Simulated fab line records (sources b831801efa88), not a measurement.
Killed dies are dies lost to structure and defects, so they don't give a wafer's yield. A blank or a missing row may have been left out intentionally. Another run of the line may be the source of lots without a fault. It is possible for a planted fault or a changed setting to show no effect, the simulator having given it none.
One fault seen from 2 desks    flow gf180mcu    every desk sees just its own numbers, and what lay behind them comes last

== TOOL OWNER'S DESK, implanter-03 ==
The tool's own readings at GF_HV_LDD_IMPLANT_34, given as means over the sampled wafers that have a number, one for each lot that went through this tool. Marked OUT: a lot whose mean sits more than 4 standard deviations from the usual mean, which makes it out of limits; the brackets give that distance.
Columns: A = rotation-deg at GF_HV_LDD_IMPLANT_34, usual 89.998 degrees; B = tilt-deg at GF_HV_LDD_IMPLANT_34, usual 29.998 degrees
lot   first seen here  A       B
L400  day 11 15:02     89.984  29.995
L403  day 12 19:21     90.015  29.974
L405  day 13 08:17     89.987  30.008
L409  day 14 10:54     89.993  30.003
L413  day 15 15:17     90.008  -0.002 (-99 or more) OUT
L414  day 16 00:04     90.012  -0.015 (-99 or more) OUT
L420  day 18 06:32     90.000  29.988
L422  day 18 12:43     90.013  29.990
This desk finds L413, L414 out of limits, L413 being first, at day 15 15:17 (tilt-deg at GF_HV_LDD_IMPLANT_34). In limits: L400, L403, L405, L409, L420, L422.

== AT THE METROLOGY DESK ==
Lot by lot, what the gauges showed, no matter which tool ran the lot: averages of those sampled wafers that carry a number. Marked OUT: a lot whose mean sits more than 4 standard deviations from the usual mean, which makes it out of limits; the brackets give that distance.
Columns: A = STI_CVD_23_THK at GF_STI_THK_MEAS_24, usual 651 nm; B = HV_LDD_RS at GF_HV_LDD_RS_MEAS_53, usual 418.7 ohm/sq; C = V2_CVD_00_THK at GF_V2_THK_MEAS_01, usual 598 nm; D = cd-nm at GF_V2_CD_MEAS_14, usual 260.3 nm
lot   first seen here  A    B                C    D
L400  day 2 04:45      646  417.7            594  262.0
L401  day 2 10:38      655  418.4            600  258.3
L403  day 2 22:12      640  418.7            588  260.3
L405  day 3 06:23      655  420.1            598  260.2
L406  day 3 11:38      643  420.7            596  260.8
L408  day 3 20:24      653  417.4            596  260.8
L409  day 4 02:20      654  420.0            598  262.3
L413  day 4 21:50      658  372.9 (-38) OUT  592  258.2
L414  day 5 03:14      649  374.1 (-37) OUT  600  257.8
L419  day 6 05:35      651  417.3            599  262.2
L420  day 6 10:32      662  417.2            591  259.1
L421  day 6 15:28      659  418.8            600  262.3
L422  day 6 19:29      651  418.1            597  261.4
L423  day 7 03:11      647  419.6            603  261.0
Per this desk, out of limits: L413, L414; the first was L413, day 16 13:58 (HV_LDD_RS at GF_HV_LDD_RS_MEAS_53). In limits: L400, L401, L403, L405, L406, L408, L409, L419, L420, L421, L422, L423.

== PUT TOGETHER ==
On L413, L414, at day 15 15:17, an alarm was possible from the tool owner's desk.
L413, L414 would have let the metrology desk raise an alarm at day 16 13:58.
Every lot named ran GF_HV_LDD_IMPLANT_34 on implanter-03.

== WHAT WAS PUT IN BY THE SIMULATOR ==
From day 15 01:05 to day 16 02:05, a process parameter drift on implanter-03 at GF_HV_LDD_IMPLANT_34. Setting tilt-deg shifted by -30 from 30. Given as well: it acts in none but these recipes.
Lots struck among those shown: L413, L414.
Time in hours from fault onset to the first out-of-limits reading at each desk: tool owner's desk 14, metrology desk 37.
